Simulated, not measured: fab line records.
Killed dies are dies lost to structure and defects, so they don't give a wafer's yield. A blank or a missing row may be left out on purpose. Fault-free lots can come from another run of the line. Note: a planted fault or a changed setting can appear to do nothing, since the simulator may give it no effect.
Problem report in the 8D (eight disciplines) form, filled by code ; flow sfq line ; the parts of the form that need people (team, actions taken, sign-off) are left out

## 1. WHAT WENT WRONG
Mean of spin speed rpm at SFQ_TRILAYER_M6_LITHO_COAT_159: 4060.8 rpm across 9 wafers in 3 lots; on wafers with no fault it is 2999.9 rpm (standard deviation 1.9). So: +99 or more standard deviations from the usual mean.
The step: resist thk 600 nm.
First observed at day 71 23:58: wafer L130.3, on litho track-03. Wafers with a number at this step in the record: 45, from 15 lots. By rule, "out" or "out of limits" means more than 4 standard deviations away from the usual mean. All remaining wafers that have a number are taken as sound.

## 2. WHAT IT IS AND WHAT IT IS NOT
question;is;is not
which readings at this step;spin speed rpm;-
which lots;L130, L132, L133;L116, L119, L120, L121, L122, L123, L125, L129, L134, L135, L136, L137
which wafers of those lots;all that have a number;-
read on which tools;litho track-03;litho track-01, litho track-02
when;from day 71 23:58;"up to then (24 sound wafers); but 12 sound wafers of L134, L135, L136, L137 came after"

## 3. SUSPECTS, AND WHAT RULES EACH OUT
Counting: a tool stays on the suspect list if, at a process step up to the reading, it processed all lots that are out and no sound lot following the first of them.
- litho track-03 at SFQ_TRILAYER_M6_LITHO_COAT_159 (resist thk 600 nm): kept. It ran every lot that is out, first L130 (day 71 23:58), and no sound lot after that; its last sound lot up to then is L122 (day 69 03:45). Its own spin speed rpm readings are out on those wafers.
Remaining after the count: litho track-03 at SFQ_TRILAYER_M6_LITHO_COAT_159.

## 4. THE CAUSE (what the simulator had put in)
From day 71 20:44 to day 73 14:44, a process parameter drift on litho track-03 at SFQ_TRILAYER_M6_LITHO_COAT_159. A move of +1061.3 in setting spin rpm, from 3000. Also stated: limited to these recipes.
Only this tool survived the counting.

## 5. THE CHAIN OF EFFECTS, in route order
Each row: a reading whose mean over the struck wafers that have a number lies more than 3 standard deviations from the usual. Readings are gone through only where the record gives a usual standard deviation; hours: the median, over the lots, of the time from a lot's start at the first step in this table giving one to that lot's start at this step; sigmas: the change measured in usual standard deviations.
hours;step;reading;usual;on struck wafers;change;sigmas
0;SFQ_TRILAYER_M6_LITHO_COAT_159;spin speed rpm;2999.9 rpm;4060.8;+1060.9;+99 or more
Its process steps:
- SFQ_TRILAYER_M6_LITHO_COAT_159: resist thk 600 nm.

## 6. HOW IT WOULD HAVE BEEN CAUGHT EARLIER
3 hours passed between the start of the fault at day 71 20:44 and the first reading out of limits in this record, taken at day 71 23:58.
